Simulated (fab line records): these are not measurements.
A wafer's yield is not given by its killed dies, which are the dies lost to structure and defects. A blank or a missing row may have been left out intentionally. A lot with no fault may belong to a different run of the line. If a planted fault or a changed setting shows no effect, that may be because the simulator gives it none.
8D (eight disciplines) problem report, filled in by code + flow sky130 + the parts of the form that need people (team, actions taken, sign-off) are left out

== 1. PROBLEM STATEMENT ==
Across 3 wafers from 2 lots, CONTACT_CVD_00_THK at SKY_CONTACT_THK_MEAS_01 averages 62.7 nm, while fault-free wafers read 74.9 nm with a standard deviation of 0.9. Relative to the usual mean, that is a shift of -14 standard deviations.
First observed at day 32 22:33: wafer L169.1, on film-metro-03. At this step, 30 wafers from 10 lots have a number in the record. Rule for "out" (also "out of limits"): further than 4 standard deviations from the usual mean. The other wafers with a number count as sound.

== 2. WHAT THIS IS AND IS NOT ==
| question                    | is                           | is not                                                                                             |
|-----------------------------|------------------------------|----------------------------------------------------------------------------------------------------|
| which readings at this step | CONTACT_CVD_00_THK           | -                                                                                                  |
| which lots                  | L169, L173                   | L162, L163, L167, L172, L178, L180, L184, L185                                                     |
| which wafers of those lots  | L169.1, L169.4, L173.5       | L169.6, L173.3, L173.4                                                                             |
| read on which gauges        | film-metro-01, film-metro-03 | film-metro-02                                                                                      |
| when                        | from day 32 22:33            | up to then (10 sound wafers); but 17 sound wafers of L172, L173, L178, L180, L184, L185 came after |

== 3. SUSPECTS, AND WHAT RULES EACH OUT ==
Counting: any tool at a process step up to the reading remains a suspect provided it ran every lot that is out. Sound lots after the first of them don't rule it out here, since some wafers of a struck lot are sound.
- the gauge at SKY_CONTACT_THK_MEAS_01 has been ruled out. The wafers that are out were read on 2 gauges (film-metro-01, film-metro-03).
- pecvd-02 at SKY_CONTACT_CVD_00 (deposits Si3N4, target thk 75 nm): kept. Every lot that is out went through it, the first being L169 (day 32 22:31); the last sound lot it ran before that was L167 (day 32 04:49).
- Within pecvd-02 at SKY_CONTACT_CVD_00, the wafers that are out were processed in chamber 1 and their sound lot-mates in chamber 0.
Left after counting: pecvd-02 at SKY_CONTACT_CVD_00.

== 4. THE CAUSE (what the simulator had put in) ==
pecvd-02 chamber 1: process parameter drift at SKY_CONTACT_CVD_00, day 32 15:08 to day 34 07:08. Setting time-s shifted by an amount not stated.
This tool alone remained once counting was done.

== 5. THE CHAIN OF EFFECTS, in route order ==
Rows list readings where the struck wafers' mean (over those with a number) sits beyond 3 standard deviations from the usual. Scope: only readings with a usual standard deviation given in the record; hours: median across lots of the time from each lot's start at the first step in this table that gives one to its start at this step; sigmas: change in usual standard deviations.
| hours | step                    | reading            | usual      | on struck wafers | change | sigmas |
|-------|-------------------------|--------------------|------------|------------------|--------|--------|
| 0     | SKY_CONTACT_THK_MEAS_01 | CONTACT_CVD_00_THK | 74.9 nm    | 62.7             | -12.2  | -14    |
| -     | SKY_CONTACT_ETCH_18     | oes-product-au     | 0.854 a.u. | 0.778            | -0.076 | -10    |
It contains these process steps:
- SKY_CONTACT_ETCH_18: etches Si3N4 in CHF3/O2, stops on TiN, time 39 s, target depth 75 nm.

== 6. WHAT WOULD HAVE CAUGHT IT SOONER ==
Counted from the fault's start at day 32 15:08, it took 7 hours until the first out-of-limits reading at a measuring or inspecting step in this record, taken at day 32 22:33.
Of the tool readings at SKY_CONTACT_CVD_00 for which the record gives a usual standard deviation, none was out on any struck wafer, so an alarm limit of 4 standard deviations on them would not have fired.
Of the lots that are out (2), L173 began SKY_CONTACT_CVD_00 on pecvd-02 after day 32 22:33. Putting the tool on hold at that point would have spared it.
